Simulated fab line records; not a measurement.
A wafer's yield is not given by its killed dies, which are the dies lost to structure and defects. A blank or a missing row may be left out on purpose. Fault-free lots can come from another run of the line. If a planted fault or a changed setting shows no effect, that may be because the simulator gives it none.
2 desks looking at one fault -- flow gf180mcu -- every desk sees just its own numbers, and what lay behind them comes last

## THE TOOL OWNER'S DESK: pvd sputter-03
At GF_M1_SPUTTER_04 (material TiN, target thk 50 nm, time 41.7 s) the tool's own readings: per lot run on this tool, the mean of the sampled wafers that have a number. If a lot's mean is further than 4 standard deviations from the usual mean, the lot is out of limits and carries the mark OUT (the distance appears in the brackets).
Columns: A = throttle valve pct at GF_M1_SPUTTER_04, usual 29.9 %
lot,first seen here,A
L173,day 16 05:45,28.6
L184,day 20 12:46,29.4
This desk found nothing out of limits on any of the 2 lots.

## AT THE METROLOGY DESK
What the gauges read, lot by lot, whatever tool the lot ran on: means of the sampled wafers that have a number. If a lot's mean is further than 4 standard deviations from the usual mean, the lot is out of limits and carries the mark OUT (the distance appears in the brackets). 7 of its 9 readings are shown, namely those furthest out on some lot.
Columns: A = CONTACT_W_THK at GF_CONTACT_THK_MEAS_26, usual 299 nm; B = M1_ALCU_RS at GF_M1_RS_MEAS_05, usual 0.0699 ohm/sq; C = M1_ALCU_THK at GF_M1_THK_MEAS_06, usual 455 nm; D = cd nm at GF_M1_CD_MEAS_14, usual 230.0 nm; E = M1_OVL at GF_M1_OVL_MEAS_15, usual -1 nm; F = V1_CVD_02_THK at GF_V1_THK_MEAS_03, usual 847 nm; G = V1_BOW at GF_V1_BOW_MEAS_05, usual 80 um
lot,first seen here,A,B,C,D,E,F,G
L173,day 16 05:05,296,0.0692,457,229.7,2,858,78
L175,day 16 23:22,300,0.0689,462,228.5,1,839,81
L184,day 20 12:06,299,0.0701,455,229.5,-8,834,74
L188,day 21 23:46,306,0.0691,459,230.8,3,846,79
L193,day 23 11:49,301,0.0705,449,229.0,-7,867,83
This desk found nothing out of limits on any of the 5 lots.

## PUT TOGETHER
The tool owner's desk saw nothing out of limits.
The metrology desk saw nothing out of limits.

## WHAT THE SIMULATOR PUT IN
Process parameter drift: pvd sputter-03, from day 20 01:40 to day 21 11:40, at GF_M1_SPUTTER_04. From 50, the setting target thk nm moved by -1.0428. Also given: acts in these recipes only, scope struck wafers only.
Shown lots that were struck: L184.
